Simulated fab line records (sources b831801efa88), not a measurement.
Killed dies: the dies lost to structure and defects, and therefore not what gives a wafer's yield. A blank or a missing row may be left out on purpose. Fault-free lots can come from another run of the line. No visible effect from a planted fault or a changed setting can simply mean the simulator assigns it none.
Which tool did it? | flow gf180mcu | 18 wafers sampled from 6 lots at 1 step of a route of 602

WHAT THE GAUGES SHOWED, per wafer
GF_V1_RS_MEAS_24: the measuring method here is four-point-probe.
lot  | measured     | on            | V1_W_RS (ohm/sq)
L678 | day 18 13:31 | film metro-03 | 0.320 0.324 0.324
L684 | day 20 10:26 | film metro-03 | 0.328 0.323 0.329
L687 | day 21 22:02 | film metro-03 | 0.330 0.331 0.330
L689 | day 22 14:13 | film metro-04 | 0.330 0.331 0.326
L691 | day 23 04:26 | film metro-01 | 0.331 0.335 0.326
L699 | day 26 02:16 | film metro-01 | 0.318 0.323 0.318

WHICH TOOL RAN EACH LOT (tool, then ch and the chambers of the sampled wafers, then the start)
The record holds no process step before these readings.

THE ANSWER, worked out from the rows above alone
Rule: usual is defined by the lots themselves. Put in order of their means at a reading, lots are off if they are a third of the lots or fewer, leave a main group of 4 or more, and stand apart from it by a gap of 3 or more times the standard deviation of the main group's means; of several such gaps the widest counts. Not used: any main group whose means are identical at the precision the tables above print for the reading. A lot without any number at a reading at which 4 lots or more have one is off too. All remaining lots with rows at the step are treated as sound.
None of the lots is off at any reading shown; this tells nothing.

WHAT THE SIMULATOR HAD PUT IN
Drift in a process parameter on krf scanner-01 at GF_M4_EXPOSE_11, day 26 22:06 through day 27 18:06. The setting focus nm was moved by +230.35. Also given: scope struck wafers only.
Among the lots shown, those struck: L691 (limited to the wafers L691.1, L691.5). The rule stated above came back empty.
